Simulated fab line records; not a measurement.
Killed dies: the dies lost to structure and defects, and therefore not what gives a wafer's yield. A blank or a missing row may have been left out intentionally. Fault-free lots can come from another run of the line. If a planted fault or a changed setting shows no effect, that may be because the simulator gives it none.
Check of tool commonality    flow gf180mcu    Lots sampled 13, wafers sampled 39

## REASON FOR OPENING
Of 13 lots, 1 have the reading MVPSD_TW flagged at GF_MVPSD_TW_MEAS_11. Fault-free wafers read 556, with a standard deviation of 7.3.
Rule: flag the lot when none of its wafers has a number, or when each of its wafers that has one lies beyond 4 standard deviations from that mean. As for the other lots, they are considered sound.

lot   measured      on             MVPSD_TW, wafer by wafer  flag
L187  day 6 00:14   film metro-04  563 559 560               
L188  day 6 03:47   film metro-01  542 541 545               
L190  day 6 08:31   film metro-03  552 559 556               
L192  day 7 00:25   film metro-01  545 549 544               
L193  day 7 10:11   film metro-03  558 556 556               
L194  day 7 14:50   film metro-03  555 555 554               
L196  day 8 04:14   film metro-04  30 31 30                  FLAGGED
L197  day 8 07:57   film metro-01  544 543 542               
L201  day 9 07:59   film metro-01  555 549 552               
L204  day 10 05:08  film metro-04  563 562 562               
L205  day 10 11:58  film metro-04  558 560 560               
L206  day 10 17:04  film metro-03  561 566 566               
L207  day 10 21:35  film metro-04  562 560 562               
The mean of the flagged lots' numbers is 30, -526 from the usual (-72 standard deviations).

## EACH LOT AND THE TOOL IT RAN ON
The record keeps 1 process step preceding the reading, out of 602 steps on the route. Every cell lists first the tool, next ch and the chambers used by the sampled wafers, and last the start.
lot   flag     GF_MVPSD_EXPOSE_04
L187           iline stepper-02 ch 0, day 5 16:46
L188           iline stepper-01 ch 0, day 5 21:02
L190           iline stepper-02 ch 0, day 6 00:31
L192           iline stepper-01 ch 0, day 6 16:52
L193           iline stepper-01 ch 0, day 7 01:13
L194           iline stepper-02 ch 0, day 7 07:22
L196  FLAGGED  iline stepper-02 ch 0, day 7 18:46
L197           iline stepper-02 ch 0, day 7 23:46
L201           iline stepper-01 ch 0, day 8 23:11
L204           iline stepper-01 ch 0, day 9 19:56
L205           iline stepper-02 ch 0, day 10 01:56
L206           iline stepper-02 ch 0, day 10 08:20
L207           iline stepper-01 ch 0, day 10 13:02
What these steps do:
- GF_MVPSD_EXPOSE_04: exposes mask MVPSD, target cd 1000 nm.
- GF_MVPSD_TW_MEAS_11

## FLAGGED AGAINST TOTAL, ONE TOOL AT A TIME (gauges that did the reading follow at the end)
step                 tool              lots run  flagged  share of the flagged lots  sound lots run after its first flagged lot
GF_MVPSD_EXPOSE_04   iline stepper-01  6         0        none                       -
GF_MVPSD_EXPOSE_04   iline stepper-02  7         1        all                        3 (L197,L205,L206)
GF_MVPSD_TW_MEAS_11  film metro-01     4         0        none                       -
GF_MVPSD_TW_MEAS_11  film metro-03     4         0        none                       -
GF_MVPSD_TW_MEAS_11  film metro-04     5         1        all                        3 (L204,L205,L207)

## WHAT IS ALLOWED BY THE TABLE
iline stepper-02 at GF_MVPSD_EXPOSE_04 and film metro-04 at GF_MVPSD_TW_MEAS_11 are the 2 rows of the table that ran each flagged lot.
- iline stepper-02 at GF_MVPSD_EXPOSE_04 ran 7 lots, 1 of them flagged. After the first flagged lot (L197, L205, L206), sound lots still ran on it; a lasting fault on the whole tool would not permit that.
- film metro-04 at GF_MVPSD_TW_MEAS_11 ran 5 lots, 1 of them flagged. After the first flagged lot (L204, L205, L207), sound lots still ran on it; a lasting fault on the whole tool would not permit that.
There is no row in the table that ran each flagged lot and no sound lot after the first.

## WHAT THE SIMULATOR HAD PUT IN
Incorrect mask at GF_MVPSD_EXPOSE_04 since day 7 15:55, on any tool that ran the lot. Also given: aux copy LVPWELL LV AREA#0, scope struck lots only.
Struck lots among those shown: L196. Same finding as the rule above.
